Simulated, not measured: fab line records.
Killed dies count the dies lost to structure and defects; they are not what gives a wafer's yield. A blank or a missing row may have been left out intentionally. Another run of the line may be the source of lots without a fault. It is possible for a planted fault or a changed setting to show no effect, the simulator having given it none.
Struck lot and sound lot, side by side / flow sky130 / 26 steps out of a route of 708
Sound: the wafers L503.1, L503.3, L503.6. Struck: wafer L512.4 (L512.2, L512.6, from the same lot, were not struck and are left out); the cause is given at the end.
Order at every step that has rows: each side's tool, ch and its chambers, its first start. Under that, the readings that differ: sound wafers / struck wafers / difference of the means / sigmas: that difference in standard deviations of wafers without a fault.
alike: readings whose means differ by less than 2 such deviations, and words and numbers that are the same on both sides. not compared: withheld readings, readings that some wafer has no value for, bounds like >300 that may hide the same value, and numbers for which the record gives no deviation and whose values overlap.
The two part at a step that has a row with sigmas, a row that says differs or no value, or rows on one side only. Numbers that don't overlap but have no deviation are shown without sigmas and don't part them. Lack of a reading on every wafer of one side parts them only where that side has two or more wafers.

first, 3 steps without rows for these wafers: SKY_CAPM_EXPOSE_09 (exposes mask CAPM, target cd 1000 nm); SKY_CAPM_PEB_10; SKY_CAPM_DEVELOP_11 (develop time 60 s).
SKY_CAPM_OVL_MEAS_12:
  sound on overlay-02 at day 37 22:20; struck on overlay-02 at day 40 21:38
  alike: CAPM_OVL
SKY_CAPM_METAL_ETCH_13: etches TiN in Cl2/BCl3, stops on SiO2, target depth 220 nm, time 62.9 s.
  sound on rie metal-02 ch 0, day 37 22:23; struck on rie metal-04 ch 1, day 40 21:40
  alike: drypump motor current A, oes product au, throttle valve pct
  not compared: rf hours counter h
SKY_CAPM_STRIP_14: strips in O2/N2.
  sound on plasma asher-03 ch 0,1, day 37 22:32; struck on plasma asher-04 ch 1, day 40 21:44
reading=drypump motor current A (A); sound=5.4 5.2 5.2; struck=5.9; difference=+0.6; sigmas=+2
  alike: oes product au, strip time to endpoint s
  not compared: rf hours counter h
then, 6 steps without rows for these wafers: SKY_CAPM_STRIP_15 (strips in post etch residue remover, time 1200 s); SKY_CAPM_CLEAN_16 (cleans in IPA, time 180 s); SKY_CAPM_CLEAN_17 (cleans in O3/DIW); SKY_METAL3_DEHYDRATE_05 (time 60 s); SKY_METAL3_HMDS_06 (prime time 60 s); SKY_METAL3_COAT_07 (resist thk 60 nm).
SKY_METAL3_COAT_08: resist thk 1140 nm.
  sound on litho track-02 ch 0, day 38 11:00; struck on litho track-02 ch 0, day 41 09:00
reading=model.KrF-thick_of_METAL3_COAT_08.thk nm (nm); sound=1143 1141 1140; struck=1187; difference=+46; sigmas=
  alike: chill plate temp C, dispense pressure kPa
then, 4 steps without rows for these wafers: SKY_METAL3_SOFTBAKE_09 (time 90 s); SKY_METAL3_EXPOSE_10 (exposes mask MM3, target cd 300 nm); SKY_METAL3_PEB_11; SKY_METAL3_DEVELOP_12 (develop time 60 s).
SKY_METAL3_CD_MEAS_13 targets a cd of 300 nm.
  sound on cd sem-02 at day 39 00:55; struck on cd sem-01 at day 41 21:41
reading=cd nm (nm); sound=298.7 297.9 298.7; struck=301.5; difference=+3.1; sigmas=+2
SKY_METAL3_OVL_MEAS_14:
  sound on overlay-01 at day 39 01:02; struck on overlay-01 at day 41 21:47
  alike: METAL3_OVL
SKY_METAL3_DESCUM_15: chemistry O2, time 8 s.
  sound on rie metal-03 ch 0,1, day 39 01:04; struck on rie metal-01 ch 1, day 41 21:49
  alike: drypump motor current A, oes product au, temp c
  not compared: rf hours counter h
SKY_METAL3_ETCH_16: etches BARC in N2/H2, stops on SiO2, time 88.2 s, target depth 60 nm.
  sound on rie metal-03 ch 0,1, day 39 01:06; struck on rie metal-01 ch 1, day 41 21:51
  alike: drypump motor current A, oes product au, throttle valve pct
  not compared: rf hours counter h
SKY_METAL3_ETCH_17: etches SiO2 in C4F8/O2/Ar, stops on TiN, time 3.9 s, target depth 15 nm.
  sound on rie diel-03 ch 1,2, day 39 01:12; struck on rie diel-02 ch 3, day 41 21:57
  alike: oes product au
  not compared: rf hours counter h
SKY_METAL3_METAL_ETCH_18: etches the open film in Cl2/BCl3, stops on SiO2, target depth 845 nm, time 183.1 s.
  sound on rie metal-01 ch 0,1, day 39 01:13; struck on rie metal-04 ch 0, day 41 21:59
reading=model.KrF-thick_of_METAL3_COAT_08.thk nm (nm); sound=534.9 518.3 527.9; struck=581.4; difference=+54.4; sigmas=
  alike: drypump motor current A, oes product au, throttle valve pct
  not compared: rf hours counter h
SKY_METAL3_STRIP_19: strips in O2/N2.
  sound on plasma asher-02 ch 0,1, day 39 01:24; struck on plasma asher-02 ch 1, day 41 22:10
reading=oes product au (a.u.); sound=0.504 0.499 0.500; struck=0.530; difference=+0.029; sigmas=+5
reading=strip time to endpoint s (s); sound=6.62 6.47 6.55; struck=7.08; difference=+0.53; sigmas=+7
  alike: drypump motor current A
  not compared: rf hours counter h
then, 2 steps without rows for these wafers: SKY_METAL3_STRIP_20 (strips in post etch residue remover, time 1200 s); SKY_PAD_OPEN_PROBE_99.

WHERE THEY PART
At SKY_CAPM_STRIP_14 first; at SKY_METAL3_STRIP_19 last (within this record only).

WHY: what the simulator had put in
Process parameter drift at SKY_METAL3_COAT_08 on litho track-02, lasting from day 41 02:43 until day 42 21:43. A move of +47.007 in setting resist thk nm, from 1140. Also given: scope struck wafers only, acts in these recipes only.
